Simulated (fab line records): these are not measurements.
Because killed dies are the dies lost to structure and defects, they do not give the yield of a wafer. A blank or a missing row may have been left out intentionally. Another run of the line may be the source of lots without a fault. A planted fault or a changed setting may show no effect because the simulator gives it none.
fab line records	flow gf180mcu
[record] lots = 15	wafers = 45	last_day = 34
route steps=602 shown PSD@250 V1@361 V2@403
lots that met no fault: from a run of the same line without faults
start_h: hours from the record's opening day to when the first of the lot's shown wafers began	wait_h: hours since the lot's step before	" repeats the value in the row above	L1.1+2: a single row standing in for several wafers	- value missing, or start not given	* or withheld: withheld	< > ~ a bound
route shown NAME@n: NAME is a module with steps in the file, n the number in the route of the first one	usual: the fault-free wafers' mean and standard deviation	same: alike in all rows	chamber/n: place in a boat	sites: the reading at each site	_std_site: standard deviation of those values	_edge_site: mean of outer sites minus mean of inner sites	radius_mm: for every site, how far away it sits from the centre of the wafer	mask NAME#n: copy n	behind: the last tool/chamber to shape the wafer	hold: what put the lot on hold/how long, in hours/how the hold closed	device: the n, p or np transistor that did not switch	end of line: tests run on the same wafers once the route is complete	for a step that has no rows: nothing shown but its recipe	killed: dies that structure and defects cost at the first sort, which is not the same as the wafer's yield	map: per-die view of a wafer (x killed, . not killed, _ where there is no die)
set.NAME: the setting the step ran with; set.NAME@STEP: the setting that earlier step ran with	model.NAME: the simulator's own value behind a step, which no gauge read
a sample of lots followed through the steps of the route, with each step as a table and each wafer as a row
services: when a tool's chamber went out of use (start_h, in hours from the record's first day, below 0 if earlier), for how many hours, and the reason
[[steps]]
[step GF_PSD_COAT_02]
[recipe] resist = NOVOLAK	spin_rpm = 3000	resist_thk_nm = 1000
[usual] chill_plate_temp_C = 23.00/0.11	dispense_pressure_kPa = 52/3.1
lot.wafer	tool	chamber	start_h	wait_h	chill_plate_temp_C	dispense_pressure_kPa
L799.1	litho_track-04	0	300.03	0.1	22.87	55
L799.4	"	0	"	"	22.93	55
L799.6	"	0	"	"	23.11	55
L801.2	litho_track-04	0	318.30	0.1	22.94	55
L801.4	"	0	"	"	23.05	55
L801.6	"	0	"	"	22.90	55
L802.2	litho_track-03	0	326.50	0.1	22.87	49
L802.4	"	0	"	"	23.19	49
L802.5	"	0	"	"	22.99	49
L803.2	litho_track-03	0	334.45	0.1	22.77	49
L803.3	"	0	"	"	22.93	49
L803.4	"	0	"	"	22.89	49
L804.3	litho_track-03	0	340.88	0.1	22.84	49
L804.4	"	0	"	"	22.85	49
L804.5	"	0	"	"	22.72	49
L807.1	litho_track-03	-	378.63	0.1	-	-
L807.2	"	-	"	"	-	-
L807.6	"	-	"	"	-	-
L808.1	litho_track-03	-	397.03	0.1	-	-
L808.2	"	-	"	"	-	-
L808.5	"	-	"	"	-	-
L809.3	litho_track-02	-	410.14	0.1	-	-
L809.5	"	-	"	"	-	-
L809.6	"	-	"	"	-	-
L817.1	litho_track-03	0	457.13	0.1	22.96	49
L817.3	"	0	"	"	22.88	49
L817.4	"	0	"	"	22.93	49
L816.1	litho_track-04	0	457.37	0.1	23.02	55
L816.2	"	0	"	"	22.72	55
L816.5	"	0	"	"	22.99	55
L818.1	litho_track-03	0	464.68	0.1	23.12	49
L818.2	"	0	"	"	23.14	49
L818.6	"	0	"	"	23.01	49
L819.1	litho_track-04	0	469.92	0.1	23.05	55
L819.3	"	0	"	"	23.09	55
L819.6	"	0	"	"	22.90	55
L820.2	litho_track-03	0	478.45	0.1	22.88	49
L820.3	"	0	"	"	22.92	49
L820.5	"	0	"	"	22.93	49
L821.1	litho_track-03	0	486.73	0.1	22.94	49
L821.3	"	0	"	"	23.18	49
L821.4	"	0	"	"	23.11	49
L822.2	litho_track-04	0	495.95	0.1	23.13	55
L822.4	"	0	"	"	23.04	55
L822.6	"	0	"	"	22.96	55
[step GF_PSD_CD_MEAS_07]
[recipe] target_cd_nm = 400
[usual] cd_nm = 400.6/2.7
lot.wafer	tool	chamber	start_h	wait_h	cd_nm
L799.1	cd_sem-01	-	310.54	0.1	404.8
L799.4	"	-	"	"	403.3
L799.6	"	-	"	"	404.7
L801.2	cd_sem-02	-	329.10	0.1	398.1
L801.4	"	-	"	"	398.9
L801.6	"	-	"	"	398.5
L802.2	cd_sem-02	-	336.80	0.1	403.0
L802.4	"	-	"	"	403.4
L802.5	"	-	"	"	403.3
L803.2	cd_sem-01	-	345.71	0.1	401.9
L803.3	"	-	"	"	402.3
L803.4	"	-	"	"	400.2
L804.3	cd_sem-02	-	352.03	0.1	399.4
L804.4	"	-	"	"	399.4
L804.5	"	-	"	"	401.3
L807.1	cd_sem-02	-	390.34	0.1	-
L807.2	"	-	"	"	-
L807.6	"	-	"	"	-
L808.1	cd_sem-02	-	408.57	0.1	-
L808.2	"	-	"	"	-
L808.5	"	-	"	"	-
L809.3	cd_sem-01	-	422.87	0.1	-
L809.5	"	-	"	"	-
L809.6	"	-	"	"	-
L817.1	cd_sem-01	-	469.29	0.1	399.8
L817.3	"	-	"	"	399.0
L817.4	"	-	"	"	399.5
L816.1	cd_sem-02	-	469.33	0.1	395.2
L816.2	"	-	"	"	398.4
L816.5	"	-	"	"	397.0
L818.1	cd_sem-01	-	476.47	0.1	400.3
L818.2	"	-	"	"	399.8
L818.6	"	-	"	"	399.8
L819.1	cd_sem-02	-	481.87	0.1	400.8
L819.3	"	-	"	"	400.4
L819.6	"	-	"	"	400.7
L820.2	cd_sem-01	-	490.84	0.1	395.7
L820.3	"	-	"	"	396.5
L820.5	"	-	"	"	397.0
L821.1	cd_sem-02	-	498.52	0.1	400.5
L821.3	"	-	"	"	401.3
L821.4	"	-	"	"	400.5
L822.2	cd_sem-01	-	507.99	0.1	401.3
L822.4	"	-	"	"	403.6
L822.6	"	-	"	"	403.7
[step GF_V1_CMP_26]
[recipe] stop_on = SiO2	down_force_psi = 3.5	platen_rpm = 60	t_overpolish_s = 15	target_thk_nm = 0	pad_velocity_m_s = 0.94248
[usual] motor_current_A = 12.1/1.2	overpolish_run_s = 15.000/0.0082	time_to_endpoint_s = 85/5.1
lot.wafer	tool	chamber	start_h	wait_h	motor_current_A	overpolish_run_s	time_to_endpoint_s
L799.4	cmp-01	3	404.59	0.0	12.0	14.986	85
L799.1	"	2	"	"	12.9	15.001	83
L799.6	"	0	"	"	10.3	14.994	89
L801.2	cmp-01	2	425.95	0.3	13.2	14.999	87
L801.4	"	1	"	"	12.2	15.003	78
L801.6	"	3	"	"	12.9	14.996	88
L802.2	cmp-01	1	435.76	0.1	12.6	14.985	79
L802.4	"	3	"	"	12.3	15.010	83
L802.5	"	1	"	"	12.3	14.994	80
L803.4	cmp-02	2	442.73	0.0	10.9	15.000	96
L803.3	"	0	"	"	12.0	15.016	85
L803.2	"	1	"	"	11.1	15.011	90
L804.3	cmp-02	1	450.29	0.1	10.3	14.989	88
L804.4	"	2	"	"	12.0	15.004	93
L804.5	"	1	"	"	10.5	15.006	88
L807.1	cmp-02	0	490.64	0.1	11.9	14.990	81
L807.2	"	2	"	"	11.7	15.001	84
L807.6	"	1	"	"	10.4	14.996	81
L808.1	cmp-01	1	509.54	0.1	12.3	14.991	81
L808.2	"	0	"	"	9.8	14.980	95
L808.5	"	1	"	"	12.2	15.006	89
L809.3	cmp-02	0	524.09	0.1	11.7	15.004	86
L809.6	"	3	"	"	13.3	15.004	78
L809.5	"	0	"	"	12.4	14.992	85
L816.1	cmp-02	3	568.09	0.1	14.1	15.009	82
L816.2	"	0	"	"	11.4	14.988	80
L816.5	"	2	"	"	11.4	15.000	89
L817.3	cmp-01	2	568.69	0.0	13.5	15.002	90
L817.1	"	0	"	"	10.4	14.994	99
L817.4	"	1	"	"	12.1	14.999	82
L818.2	cmp-02	2	576.55	0.5	12.0	15.002	83
L818.1	"	1	"	"	10.4	15.013	79
L818.6	"	2	"	"	11.7	15.000	83
L819.1	cmp-01	1	580.56	0.1	12.5	15.011	81
L819.3	"	2	"	"	13.4	14.993	84
L819.6	"	3	"	"	11.9	15.004	85
L820.2	cmp-01	3	587.90	0.0	12.1	15.005	89
L820.3	"	1	"	"	11.8	14.995	80
L820.5	"	3	"	"	12.3	15.003	91
L821.4	cmp-02	3	597.21	0.1	14.4	14.997	72
L821.3	"	0	"	"	11.7	14.991	75
L821.1	"	1	"	"	10.3	15.002	75
L822.2	cmp-01	0	604.95	0.1	10.1	14.998	88
L822.4	"	1	"	"	12.5	15.004	80
L822.6	"	3	"	"	12.2	14.991	92
[step GF_V2_SPUTTER_21]
[recipe] material = Ti	target_thk_nm = 15	chamber_pressure_pa = 5	power_w = 2500	substrate_temp_c = 200	time_s = 80.02
[usual] chamber_pressure_pa = 5.000/0.011	throttle_valve_pct = 29.8/0.83
lot.wafer	tool	chamber	start_h	wait_h	chamber_pressure_pa	throttle_valve_pct
L799.1	pvd_sputter-02	-	453.77	0.0	4.988	29.7
L799.4	"	-	"	"	4.975	29.0
L799.6	"	-	"	"	4.981	29.5
L801.2	pvd_sputter-03	-	476.42	0.0	4.991	30.2
L801.4	"	-	"	"	5.000	30.3
L801.6	"	-	"	"	4.984	30.2
L802.2	pvd_sputter-02	-	485.98	0.0	4.985	28.8
L802.4	"	-	"	"	4.988	29.6
L802.5	"	-	"	"	5.007	29.0
L803.2	pvd_sputter-04	-	493.12	0.0	5.004	31.0
L803.3	"	-	"	"	4.993	31.1
L803.4	"	-	"	"	4.991	31.0
L804.3	pvd_sputter-03	-	500.11	0.0	4.996	29.4
L804.4	"	-	"	"	5.006	30.4
L804.5	"	-	"	"	5.002	30.3
L807.1	pvd_sputter-04	-	539.82	0.0	5.009	31.1
L807.2	"	-	"	"	5.013	30.9
L807.6	"	-	"	"	5.004	31.1
L808.1	pvd_sputter-02	-	559.27	0.0	4.998	29.2
L808.2	"	-	"	"	5.000	28.8
L808.5	"	-	"	"	5.016	29.1
L809.3	pvd_sputter-03	-	571.44	0.0	5.003	30.4
L809.5	"	-	"	"	5.020	29.4
L809.6	"	-	"	"	4.996	30.3
L816.1	pvd_sputter-02	-	612.69	0.0	5.010	29.6
L816.2	"	-	"	"	5.019	29.4
L816.5	"	-	"	"	4.986	29.8
L817.1	pvd_sputter-04	-	613.97	0.0	4.996	31.1
L817.3	"	-	"	"	5.009	28.8
L817.4	"	-	"	"	4.993	31.0
L818.1	pvd_sputter-03	-	621.41	0.0	5.003	31.1
L818.2	"	-	"	"	5.001	29.4
L818.6	"	-	"	"	4.992	31.1
L819.1	pvd_sputter-02	-	624.85	0.0	4.989	29.6
L819.3	"	-	"	"	5.003	29.1
L819.6	"	-	"	"	4.978	29.4
L820.2	pvd_sputter-02	-	631.55	0.0	5.014	29.2
L820.3	"	-	"	"	5.006	29.8
L820.5	"	-	"	"	4.994	29.2
L821.1	pvd_sputter-04	-	640.07	0.0	4.989	28.5
L821.3	"	-	"	"	5.015	30.8
L821.4	"	-	"	"	5.014	30.7
L822.2	pvd_sputter-04	-	648.46	0.0	5.007	30.8
L822.4	"	-	"	"	5.010	31.0
L822.6	"	-	"	"	4.988	31.0
[step GF_V2_THK_MEAS_25]
[recipe] thk_meas_gauge = xrf	reads = W_of_V2_CVD_23
[usual] V2_W_THK = 355/5.9
lot.wafer	tool	chamber	start_h	wait_h	V2_W_THK[nm]
L799.1	film_metro-03	-	454.11	0.1	369
L799.4	"	-	"	"	352
L799.6	"	-	"	"	351
L801.2	film_metro-04	-	476.76	0.1	346
L801.4	"	-	"	"	345
L801.6	"	-	"	"	347
L802.2	film_metro-04	-	486.32	0.1	346
L802.4	"	-	"	"	349
L802.5	"	-	"	"	361
L803.2	film_metro-01	-	493.46	0.1	362
L803.3	"	-	"	"	360
L803.4	"	-	"	"	349
L804.3	film_metro-01	-	500.46	0.1	360
L804.4	"	-	"	"	356
L804.5	"	-	"	"	362
L807.1	film_metro-04	-	540.15	0.1	354
L807.2	"	-	"	"	363
L807.6	"	-	"	"	365
L808.1	film_metro-04	-	559.72	0.1	361
L808.2	"	-	"	"	361
L808.5	"	-	"	"	364
L809.3	film_metro-03	-	571.91	0.1	364
L809.5	"	-	"	"	364
L809.6	"	-	"	"	364
L816.1	film_metro-04	-	613.02	0.1	363
L816.2	"	-	"	"	356
L816.5	"	-	"	"	353
L817.1	film_metro-04	-	614.30	0.1	358
L817.3	"	-	"	"	355
L817.4	"	-	"	"	358
L818.1	film_metro-03	-	621.74	0.1	349
L818.2	"	-	"	"	355
L818.6	"	-	"	"	358
L819.1	film_metro-01	-	625.18	0.1	346
L819.3	"	-	"	"	350
L819.6	"	-	"	"	351
L820.2	film_metro-03	-	631.89	0.1	347
L820.3	"	-	"	"	352
L820.5	"	-	"	"	358
L821.1	film_metro-04	-	640.40	0.1	358
L821.3	"	-	"	"	353
L821.4	"	-	"	"	357
L822.2	film_metro-01	-	648.80	0.1	362
L822.4	"	-	"	"	354
L822.6	"	-	"	"	347
[[services]]
tool	chamber	start_h	hours	kind
cmp-01	-	280.54	5.0	repair
cmp-02	-	299.06	1.8	repair
cmp-01	-	300.90	4.7	pm
cmp-02	-	349.13	1.4	repair
pvd_sputter-04	-	354.02	1.0	repair
cmp-02	-	355.91	1.8	repair
cmp-01	-	365.19	4.2	pm
cmp-02	-	376.40	3.5	pm
cmp-02	-	404.25	4.0	pm
cmp-02	-	422.86	2.8	repair
pvd_sputter-03	-	429.80	2.0	repair
pvd_sputter-02	-	449.58	3.6	repair
pvd_sputter-02	-	465.84	12.9	repair
pvd_sputter-04	-	515.99	0.7	repair
cmp-02	-	516.30	0.8	repair
pvd_sputter-02	-	521.81	5.0	repair
cmp-01	-	534.21	2.7	repair
cmp-01	-	538.77	2.3	repair
cmp-01	-	542.53	2.7	repair
cmp-01	-	572.25	4.0	pm
pvd_sputter-02	-	580.21	3.0	repair
pvd_sputter-02	-	597.04	2.7	repair
pvd_sputter-04	-	601.19	1.1	repair
cmp-01	-	640.03	2.8	repair
[[key]]
[first_sign] step = GF_PSD_COAT_02	reading = tool_record	direction = missing
[effect] step = GF_PSD_CD_MEAS_07	reading = cd_nm	direction = missing
met_at GF_PSD_COAT_02
struck_lots L807,L808,L809
sort_left_out L807.1,L807.2,L807.6,L808.1,L808.2,L808.5,L809.3,L809.5,L809.6
tester_left_out L807,L808,L809
not_acting_at GF_V1_CMP_26,GF_V2_SPUTTER_21,GF_V2_THK_MEAS_25
onset_between 340.88 378.63
[fault] kind = skipped_step_whole	tool = litho_track-02,litho_track-03	chamber = -	onset_h = 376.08	steps = GF_PSD_COAT_02	scope = struck_lots_only
// tester_left_out: of these lots the tester's yield and bins aren't shown, on N5 and GAA mostly nor the transistor test; their killed dies are dies lost to structure and defects alone, not to doping, threshold or leakage, so they don't give the yield
// sort_left_out: the simulated sort isn't trusted on such a fault, so these wafers' sort isn't shown, and their yield isn't known
